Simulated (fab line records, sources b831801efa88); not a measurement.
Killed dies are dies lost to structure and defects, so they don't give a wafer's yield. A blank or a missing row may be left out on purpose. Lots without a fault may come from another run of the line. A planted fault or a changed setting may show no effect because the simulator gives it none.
Which tool did it? | flow gf180mcu | 6 lots, 17 wafers sampled, at 4 steps of a route of 602

WHAT THE GAUGES READ, wafer by wafer
GF_NSD_CD_MEAS_07: target cd 400 nm.
lot  | measured     | on        | cd_nm (nm)
L451 | day 14 18:24 | cd_sem-02 | 399.1 398.2 397.6
L454 | day 15 09:52 | cd_sem-02 | 397.8 399.8 398.1
L456 | day 16 02:29 | cd_sem-01 | 399.9 398.6 401.7
L458 | day 16 20:14 | cd_sem-02 | 399.5 399.0 399.8
L466 | day 19 11:23 | cd_sem-01 | 402.2 429.2 427.5
L469 | day 20 12:01 | cd_sem-01 | 399.7 428.1

WHICH TOOL RAN EACH LOT (tool, then ch and the chambers of the sampled wafers, then the start)
lot  | GF_HV_LDD_STRIP_10                   | GF_HV_LDD_ETCHBACK_58              | GF_NSD_DEVELOP_06
L451 | plasma_asher-02 ch 0,1, day 11 07:02 | rie_diel-03 ch 0,1,2, day 13 22:01 | litho_track-03 ch 0, day 14 18:15
L454 | plasma_asher-04 ch 0,1, day 11 22:05 | rie_diel-01 ch 0,1, day 14 12:52   | litho_track-01 ch 0, day 15 09:43
L456 | plasma_asher-04 ch 0,1, day 12 11:34 | rie_diel-03 ch 1,2, day 15 05:08   | litho_track-02 ch 0, day 16 02:20
L458 | plasma_asher-04 ch 0,1, day 13 01:11 | rie_diel-01 ch 1,2,3, day 15 21:25 | litho_track-03 ch 0, day 16 20:05
L466 | plasma_asher-01 ch 0,1, day 15 11:20 | rie_diel-04 ch 1,3, day 18 11:28   | litho_track-03 ch 0, day 19 11:14
L469 | plasma_asher-04 ch 0,1, day 16 06:55 | rie_diel-01 ch 2,3, day 19 11:25   | litho_track-03 ch 0, day 20 11:53
- GF_HV_LDD_STRIP_10: strips in O2/N2.
- GF_HV_LDD_ETCHBACK_58: etches Si3N4 in CH3F/O2, stops on SiO2, time 100 s, target depth 90 nm.
- GF_NSD_DEVELOP_06: develop time 60 s.

THE ANSWER, worked out from the rows above alone
Rule: what is usual is taken from the lots themselves. Put in order of their means at a reading, lots are off if they are a third of the lots or fewer, leave a main group of 4 or more, and stand apart from it by a gap of 3 or more times the standard deviation of the main group's means; of several such gaps the widest counts. A main group whose means are all the same, to the digits that the tables above print for the reading, isn't used. A lot without any number at a reading at which 4 lots or more have one is off too. The other lots that the step has rows for count as sound.
Off: L466, L469, at GF_NSD_CD_MEAS_07 (cd_nm). The main group: mean 399.1 nm, standard deviation 0.7.
A tool fits if, at a process step before that reading, it ran every lot that is off, and no sound lot after the first of them. The gauges at GF_NSD_CD_MEAS_07 are tried like those tools. Can't be told from this: 2 tools fit, litho_track-03 at GF_NSD_DEVELOP_06, cd_sem-01 at GF_NSD_CD_MEAS_07.

WHAT THE SIMULATOR HAD PUT IN
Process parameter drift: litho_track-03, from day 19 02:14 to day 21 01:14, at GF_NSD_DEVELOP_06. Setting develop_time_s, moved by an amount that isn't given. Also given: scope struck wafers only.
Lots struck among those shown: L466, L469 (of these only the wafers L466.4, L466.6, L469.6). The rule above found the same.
